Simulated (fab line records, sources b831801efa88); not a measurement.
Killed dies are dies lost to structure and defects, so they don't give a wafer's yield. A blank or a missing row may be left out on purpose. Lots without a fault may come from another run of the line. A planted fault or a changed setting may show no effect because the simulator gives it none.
fab line records | flow sky130
record lots=6 wafers=18 last_day=50
route steps=708 shown POLY_GATE@234 LDD_N@237 PAD_OPEN@708
lots that met no fault: from a run of the same line without faults
start_h: hours from the record's first day to the start of the lot's first wafer shown | wait_h: hours since the lot's step before | " the same as in the row above | L1.1+2: a row that stands for several wafers | - no value, or no start given | * or withheld: withheld | < > ~ a bound
route shown NAME@n: a module of which the file shows steps, and the number in the route of the first | usual: mean/standard deviation of fault-free wafers | same: alike in all rows | chamber/n: place in a boat | sites: the reading at each site | _std_site: their standard deviation | _edge_site: outer sites' mean less inner sites' | radius_mm: how far each site lies from the wafer's centre | mask NAME#n: copy n | behind: the tool/chamber that last shaped the wafer | hold: why the lot was held/for how many hours/how that ended | device: the transistor (n, p or np) that didn't switch | end of line: the same wafers' tests at the end of the route | a step without rows: its recipe alone | killed: dies lost to structure and defects at the first sort, not the wafer's yield | map: a wafer's dies, x killed, . not, _ none there
set.NAME: the setting as run; set.NAME@STEP: as run at that earlier step | model.NAME: the simulator's own value behind a step, which no gauge read
lots at some steps of the route; a table a step, a row a wafer
services: from which hour (start_h, from the record's first day; less than 0 if before it) a tool's chamber was out of use, for how many hours, and why
## steps
# step SKY_POLY_GATE_OXIDATION_20
# recipe temp_c=850 ambient=O2 stabilise_s=600 purge_s=300 target_thk_a=40 ox_time_s=899
# step SKY_POLY_GATE_THK_MEAS_21
# recipe reads=SiO2_of_POLY_GATE_OXIDATION_20
# usual POLY_GATE_OXIDATION_THK=3.99/0.081
# columns lot.wafer tool chamber start_h wait_h POLY_GATE_OXIDATION_THK[nm]
L365.1 film_metro-02 - 379.40 0.0 3.85
L365.3 " - " " 3.85
L365.4 " - " " 3.89
L367.1 film_metro-03 - 388.41 0.0 4.10
L367.2 " - " " 4.06
L367.6 " - " " 4.10
L374.4 film_metro-03 - 450.96 0.0 3.89
L374.5 " - " " 3.96
L374.6 " - " " 4.00
L375.3 film_metro-01 - 467.78 0.0 4.12
L375.4 " - " " 4.07
L375.5 " - " " 4.02
L384.2 film_metro-01 - 536.16 0.0 4.05
L384.4 " - " " 4.09
L384.5 " - " " 4.03
L388.2 film_metro-03 - 576.97 0.0 4.04
L388.3 " - " " 3.98
L388.5 " - " " 3.89
# step SKY_POLY_GATE_CD_MEAS_22
# usual cd_nm=150.2/2.1
# columns lot.wafer tool chamber start_h wait_h cd_nm
L365.1 cd_sem-01 - 379.46 0.1 152.2
L365.3 " - " " 153.1
L365.4 " - " " 153.2
L367.1 cd_sem-01 - 388.47 0.1 152.6
L367.2 " - " " 153.9
L367.6 " - " " 154.9
L374.4 cd_sem-02 - 451.07 0.1 149.8
L374.5 " - " " 150.2
L374.6 " - " " 151.4
L375.3 cd_sem-02 - 467.87 0.1 146.5
L375.4 " - " " 148.8
L375.5 " - " " 150.2
L384.2 cd_sem-01 - 536.24 0.1 148.4
L384.4 " - " " 150.7
L384.5 " - " " 151.5
L388.2 cd_sem-02 - 577.05 0.1 150.4
L388.3 " - " " 150.8
L388.5 " - " " 151.4
# step SKY_LDD_N_DEHYDRATE_00
# recipe temp_c=200 time_s=60
# step SKY_LDD_N_HMDS_01
# recipe prime_time_s=60 prime_temp_c=120
# step SKY_LDD_N_COAT_02
# recipe resist=NOVOLAK spin_rpm=3000 resist_thk_nm=300
# step SKY_LDD_N_SOFTBAKE_03
# recipe temp_c=90.7 time_s=60 resist=NOVOLAK
# step SKY_LDD_N_EXPOSE_04
# recipe mask_id=NTM target_cd_nm=840 na=0.6 source_shape=conventional sigma_outer=0.6 dose_mj=110
# step SKY_LDD_N_PEB_05
# recipe temp_c=withheld time_s=* resist=NOVOLAK
# step SKY_LDD_N_DEVELOP_06
# recipe develop_time_s=60 dev_temp_c=23
# step SKY_LDD_N_OVL_MEAS_07
# usual LDD_N_OVL=-0.8/1.1
# columns lot.wafer tool chamber start_h wait_h LDD_N_OVL[nm]
L365.1 overlay-01 - 409.07 0.1 -1.4
L365.3 " - " " -0.9
L365.4 " - " " -0.6
L367.1 overlay-01 - 418.64 0.1 -2.1
L367.2 " - " " -0.5
L367.6 " - " " -1.6
L374.4 overlay-01 - 481.93 0.1 -0.9
L374.5 " - " " -1.6
L374.6 " - " " -0.1
L375.3 overlay-01 - 498.38 0.1 1.4
L375.4 " - " " 1.7
L375.5 " - " " 0.3
L384.2 overlay-02 - 565.95 0.1 -0.5
L384.4 " - " " 0.1
L384.5 " - " " -0.5
L388.2 overlay-02 - 606.22 0.1 0.3
L388.3 " - " " 1.5
L388.5 " - " " -0.3
# step SKY_LDD_N_IMPLANT_08
# recipe species=As energy_kev=20 dose_cm2=7.5e+13 tilt_deg=withheld rotation_deg=23
# step SKY_LDD_N_IMPLANT_09
# recipe species=As energy_kev=20 dose_cm2=7.5e+13 tilt_deg=withheld rotation_deg=113
# usual dose_ions_cm2=7.501e+13/8.9e+10 faraday_current_uA=423/8.7
# columns lot.wafer tool chamber start_h wait_h dose_ions_cm2 faraday_current_uA
L365.1 implanter-03 0 409.25 0.1 7.511e+13 425
L365.3 " 0 " " 7.502e+13 416
L365.4 " 0 " " 7.508e+13 429
L367.1 implanter-03 0 418.83 0.1 7.494e+13 423
L367.2 " 0 " " 7.497e+13 434
L367.6 " 0 " " 7.495e+13 426
L374.4 implanter-03 0 482.17 0.1 9.36e+13 536
L374.5 " 0 " " 9.38e+13 544
L374.6 " 0 " " 9.361e+13 538
L375.3 implanter-03 0 498.60 0.1 9.369e+13 537
L375.4 " 0 " " 9.375e+13 510
L375.5 " 0 " " 9.375e+13 544
L384.2 implanter-04 0 566.15 0.1 7.49e+13 422
L384.4 " 0 " " 7.486e+13 413
L384.5 " 0 " " 7.504e+13 408
L388.2 implanter-04 0 606.43 0.1 7.509e+13 408
L388.3 " 0 " " 7.491e+13 432
L388.5 " 0 " " 7.497e+13 420
# step SKY_LDD_N_IMPLANT_10
# recipe species=As energy_kev=20 dose_cm2=7.5e+13 tilt_deg=withheld rotation_deg=203
# step SKY_LDD_N_IMPLANT_11
# recipe species=As energy_kev=20 dose_cm2=7.5e+13 tilt_deg=withheld rotation_deg=293
# step SKY_LDD_N_IMPLANT_12
# recipe species=BF2 energy_kev=50 dose_cm2=5e+12 tilt_deg=30 rotation_deg=0
# step SKY_LDD_N_IMPLANT_13
# recipe species=BF2 energy_kev=50 dose_cm2=5e+12 tilt_deg=30 rotation_deg=90
# step SKY_LDD_N_IMPLANT_14
# recipe species=BF2 energy_kev=50 dose_cm2=5e+12 tilt_deg=30 rotation_deg=180
# step SKY_LDD_N_IMPLANT_15
# recipe species=BF2 energy_kev=50 dose_cm2=5e+12 tilt_deg=30 rotation_deg=270
# step SKY_LDD_N_STRIP_16
# recipe chemistry=O2/N2 power_w=1400 pressure_mtorr=1500 platen_temp_c=withheld o2_flow_sccm=3000 n2_flow_sccm=300 overash_fraction=0.5
# usual chamber_pressure_mTorr=1500.1/1.4 drypump_motor_current_A=5.6/0.5 oes_product_au=0.406/0.0047 strip_time_to_endpoint_s=4.310/0.016
# columns lot.wafer tool chamber start_h wait_h chamber_pressure_mTorr drypump_motor_current_A oes_product_au rf_hours_counter_h strip_time_to_endpoint_s
L365.1 plasma_asher-03 1 410.30 0.1 1501.6 5.4 0.400 29 4.299
L365.3 " 0 " " 1500.6 5.2 0.404 - 4.304
L365.4 " 1 " " 1499.1 5.4 0.401 - 4.289
L367.1 plasma_asher-03 1 419.88 0.1 1503.1 5.5 0.404 31 4.323
L367.2 " 0 " " 1501.5 5.2 0.404 31 4.308
L367.6 " 0 " " 1498.5 5.2 0.403 - 4.319
L374.4 plasma_asher-04 1 483.18 0.1 1500.3 5.6 0.404 - 4.370
L374.5 " 0 " " 1499.2 5.4 0.404 - 4.371
L374.6 " 1 " " 1501.7 5.6 0.395 - 4.392
L375.3 plasma_asher-04 0 499.64 0.1 1501.2 5.4 0.411 - 4.359
L375.4 " 1 " " 1498.7 5.6 0.404 - 4.364
L375.5 " 0 " " 1498.4 5.4 0.401 - 4.343
L384.2 plasma_asher-01 0 567.18 0.1 1499.2 6.6 0.405 78 4.312
L384.4 " 1 " " 1499.1 5.3 0.409 - 4.301
L384.5 " 0 " " 1499.1 6.6 0.418 - 4.307
L388.2 plasma_asher-03 1 607.45 0.1 1502.5 5.4 0.404 51 4.321
L388.3 " 0 " " 1498.6 5.2 0.405 - 4.323
L388.5 " 1 " " 1499.5 5.5 0.405 - 4.332
# step SKY_LDD_N_TW_MEAS_17
# usual LDD_N_TW=2579/15
# columns lot.wafer tool chamber start_h wait_h LDD_N_TW
L365.1 film_metro-01 - 410.40 0.1 2553
L365.3 " - " " 2570
L365.4 " - " " 2566
L367.1 film_metro-02 - 419.98 0.1 2556
L367.2 " - " " 2576
L367.6 " - " " 2582
L374.4 film_metro-04 - 483.27 0.1 2611
L374.5 " - " " 2627
L374.6 " - " " 2633
L375.3 film_metro-01 - 499.72 0.1 2598
L375.4 " - " " 2596
L375.5 " - " " 2597
L384.2 film_metro-04 - 567.29 0.1 2574
L384.4 " - " " 2572
L384.5 " - " " 2582
L388.2 film_metro-01 - 607.56 0.1 2573
L388.3 " - " " 2576
L388.5 " - " " 2576
# step SKY_PAD_OPEN_PROBE_99
# usual killed_at_M0_to_M3=44/7.9 killed_at_M4_up=3.1/1.9 killed_at_contacts=24/4.6 killed_at_front_end=16/4.9 killed_at_other=0.3/0.6 killed_dies=87/9.7 killed_open=48/7.2 killed_short=39/5.6
# same gross_dies=492 killed_at_back_side=0
# columns lot.wafer tool chamber start_h wait_h killed_at_M0_to_M3 killed_at_M4_up killed_at_contacts killed_at_front_end killed_at_other killed_dies killed_open killed_short model.etest.tip_n.rs_ohm_sq
L365.1 prober-02 - 1070.39 0.1 50 1 26 24 0 101 65 35 442.3
L365.3 prober-02 - 1070.49 0.2 54 8 24 25 0 111 68 43 437.1
L365.4 prober-02 - 1070.54 0.2 43 2 29 14 0 88 55 33 438.4
L367.1 prober-01 - 1074.76 0.1 60 4 23 14 0 101 64 37 441.7
L367.2 prober-01 - 1074.81 0.1 45 2 28 11 0 86 48 38 442.2
L367.6 prober-01 - 1075.01 0.2 48 2 23 11 0 84 53 31 444
L374.4 prober-01 - 1118.90 0.2 37 4 24 13 1 79 50 29 430
L374.5 prober-01 - 1118.95 0.2 39 2 30 20 2 93 46 46 430.1
L374.6 prober-01 - 1119.00 0.2 40 1 16 11 0 68 38 30 432.6
L375.3 prober-02 - 1131.81 0.2 50 2 22 17 0 91 43 48 435.1
L375.4 prober-02 - 1131.86 0.2 53 1 15 17 1 87 47 40 436.7
L375.5 prober-02 - 1131.91 0.2 48 3 21 22 0 94 51 43 430.6
L384.2 prober-01 - 1187.92 0.1 37 2 31 20 0 90 53 37 443.1
L384.4 prober-01 - 1188.02 0.2 41 4 22 13 1 81 48 32 447.1
L384.5 prober-01 - 1188.07 0.2 45 3 21 20 0 89 41 48 445.3
L388.2 prober-02 - 1193.88 0.1 41 6 38 11 0 96 51 45 437.4
L388.3 prober-02 - 1193.93 0.2 51 8 22 13 0 94 53 39 437.3
L388.5 prober-02 - 1194.03 0.2 52 3 20 17 0 92 50 41 439
# killed by level:class
L365.1 VIA1:geometric_particle:open=16 CONTACT:geometric_particle:open=12 POLY_GATE:geometric_particle:open=9 VIA3:geometric_particle:open=9 LI_CONTACT:geometric_particle:open=7 VIA1:geometric_particle:short=6 POLY_GATE:geometric_particle:short=4 CONTACT:geometric_particle:short=4
L365.3 VIA1:geometric_particle:open=15 CONTACT:geometric_particle:open=12 VIA3:geometric_particle:open=9 VIA2:geometric_particle:open=8 POLY_GATE:geometric_particle:short=7 FIELD_ISO:geometric_particle:open=5 METAL1:geometric_particle:short=5 VIA2:geometric_particle:short=5
L365.4 VIA1:geometric_particle:open=16 LI_CONTACT:geometric_particle:open=13 VIA2:geometric_particle:open=7 VIA3:geometric_particle:open=6 FIELD_ISO:geometric_particle:short=5 LOCAL_INTERCONNECT:geometric_particle:short=5 CONTACT:geometric_particle:short=5 FIELD_ISO:geometric_particle:open=4
L367.1 VIA1:geometric_particle:open=16 VIA2:geometric_particle:open=10 CONTACT:geometric_particle:open=9 VIA1:geometric_particle:short=7 METAL2:geometric_particle:short=6 FIELD_ISO:geometric_particle:open=5 VIA2:geometric_particle:short=4 LI_CONTACT:geometric_particle:open=4
L367.2 LI_CONTACT:geometric_particle:open=12 CONTACT:geometric_particle:open=10 VIA1:geometric_particle:open=9 VIA2:geometric_particle:open=9 VIA2:geometric_particle:short=8 FIELD_ISO:geometric_particle:short=5 METAL1:geometric_particle:short=4 METAL2:geometric_particle:short=4
L367.6 LI_CONTACT:geometric_particle:open=11 VIA2:geometric_particle:open=10 CONTACT:geometric_particle:open=7 METAL1:geometric_particle:short=7 VIA1:geometric_particle:open=7 METAL1:geometric_particle:open=5 VIA1:geometric_particle:short=5 FIELD_ISO:geometric_particle:open=3
L374.4 VIA1:geometric_particle:open=13 LI_CONTACT:geometric_particle:open=9 VIA2:geometric_particle:open=8 CONTACT:geometric_particle:open=6 CONTACT:geometric_particle:short=4 VIA3:geometric_particle:open=4 FIELD_ISO:geometric_particle:short=3 FIELD_ISO:geometric_particle:open=3
L374.5 CONTACT:geometric_particle:open=11 VIA1:geometric_particle:open=9 VIA2:geometric_particle:open=7 FIELD_ISO:geometric_particle:short=6 POLY_GATE:geometric_particle:short=5 LI_CONTACT:geometric_particle:open=5 LOCAL_INTERCONNECT:geometric_particle:short=5 CONTACT:geometric_particle:short=5
L374.6 VIA1:geometric_particle:open=14 CONTACT:geometric_particle:open=7 METAL2:geometric_particle:short=6 VIA2:geometric_particle:open=5 FIELD_ISO:geometric_particle:short=4 METAL1:geometric_particle:short=4 FIELD_ISO:geometric_particle:open=3 METAL3:geometric_particle:short=3
L375.3 VIA1:geometric_particle:open=11 VIA1:geometric_particle:short=10 LI_CONTACT:geometric_particle:open=9 METAL2:geometric_particle:short=8 POLY_GATE:geometric_particle:open=6 LI_CONTACT:geometric_particle:short=5 POLY_GATE:geometric_particle:short=4 CONTACT:geometric_particle:open=4
L375.4 VIA1:geometric_particle:open=13 VIA2:geometric_particle:open=9 METAL1:geometric_particle:short=8 POLY_GATE:geometric_particle:open=6 CONTACT:geometric_particle:open=6 FIELD_ISO:geometric_particle:open=5 CONTACT:geometric_particle:short=5 VIA2:geometric_particle:short=5
L375.5 VIA1:geometric_particle:open=12 VIA2:geometric_particle:open=9 METAL1:geometric_particle:short=8 FIELD_ISO:geometric_particle:open=6 CONTACT:geometric_particle:open=6 LI_CONTACT:geometric_particle:open=6 VIA1:geometric_particle:short=6 FIELD_ISO:geometric_particle:short=5
L384.2 LI_CONTACT:geometric_particle:open=13 VIA1:geometric_particle:open=7 FIELD_ISO:geometric_particle:open=6 CONTACT:geometric_particle:open=6 VIA3:geometric_particle:open=6 FIELD_ISO:geometric_particle:short=5 VIA1:geometric_particle:short=5 VIA2:geometric_particle:open=5
L384.4 VIA1:geometric_particle:open=12 CONTACT:geometric_particle:open=11 VIA2:geometric_particle:open=7 VIA1:geometric_particle:short=7 FIELD_ISO:geometric_particle:open=6 VIA3:geometric_particle:open=5 METAL4:geometric_particle:short=4 LI_CONTACT:geometric_particle:open=4
L384.5 VIA1:geometric_particle:open=12 CONTACT:geometric_particle:open=9 POLY_GATE:geometric_particle:short=6 METAL2:geometric_particle:short=6 VIA1:geometric_particle:short=5 VIA2:geometric_particle:open=5 METAL3:geometric_particle:short=5 FIELD_ISO:geometric_particle:short=4
L388.2 CONTACT:geometric_particle:open=12 VIA1:geometric_particle:open=10 LI_CONTACT:geometric_particle:open=8 CONTACT:geometric_particle:short=7 LOCAL_INTERCONNECT:geometric_particle:short=5 METAL3:geometric_particle:short=5 VIA2:geometric_particle:open=5 VIA3:geometric_particle:open=5
L388.3 VIA1:geometric_particle:open=12 CONTACT:geometric_particle:open=8 POLY_GATE:geometric_particle:open=6 VIA2:geometric_particle:open=6 VIA1:geometric_particle:short=5 METAL4:geometric_particle:short=5 METAL3:geometric_particle:short=5 LOCAL_INTERCONNECT:geometric_particle:short=5
L388.5 VIA1:geometric_particle:open=10 METAL2:geometric_particle:short=8 VIA2:geometric_particle:open=7 VIA1:geometric_particle:short=6 POLY_GATE:geometric_particle:short=5 LI_CONTACT:geometric_particle:open=5 LOCAL_INTERCONNECT:geometric_particle:short=5 CONTACT:geometric_particle:open=5
## services
# columns tool chamber start_h hours kind
plasma_asher-04 - 413.80 0.9 repair
plasma_asher-04 - 421.25 9.0 pm
plasma_asher-04 0 421.25 9.0 vent_cycle
plasma_asher-04 1 421.25 9.0 vent_cycle
plasma_asher-04 - 430.25 10.0 pm
plasma_asher-04 0 430.25 - clean
plasma_asher-04 1 430.25 - clean
implanter-04 - 434.80 4.1 pm
plasma_asher-04 - 437.79 3.2 repair
implanter-04 - 458.44 0.7 repair
implanter-04 - 497.34 2.0 repair
plasma_asher-04 - 502.54 2.8 repair
implanter-03 - 529.42 2.9 pm
implanter-03 - 535.05 3.4 repair
plasma_asher-04 - 559.68 28.0 repair
implanter-03 - 565.19 2.7 repair
## key
first_sign step=SKY_LDD_N_IMPLANT_09 reading=dose_ions_cm2 direction=up sigmas=99+ usual=* struck=*
effect step=SKY_LDD_N_IMPLANT_09 reading=faraday_current_uA direction=up sigmas=13 usual=423 struck=535
effect step=SKY_LDD_N_STRIP_16 reading=strip_time_to_endpoint_s direction=up sigmas=3.5 usual=* struck=*
effect step=SKY_LDD_N_TW_MEAS_17 reading=LDD_N_TW direction=up sigmas=2.1 usual=2579 struck=2610
model_effect step=SKY_PAD_OPEN_PROBE_99 value=etest.tip_n.rs_ohm_sq without=449 struck=432.5
met_at SKY_LDD_N_IMPLANT_09
struck_wafers L374.4,L374.5,L374.6,L375.3,L375.4,L375.5
tester_left_out L374,L375
onset_between 418.83 482.17
fault kind=process_parameter_drift tool=implanter-03 chamber=- onset_h=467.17 steps=SKY_LDD_N_IMPLANT_09 channel=dose_cm2 offset=* shape=step end_h=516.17 acts_in=* stated=*
# tester_left_out: of these lots the tester's yield and bins aren't shown, on N5 and GAA mostly nor the transistor test; their killed dies are dies lost to structure and defects alone, not to doping, threshold or leakage, so they don't give the yield
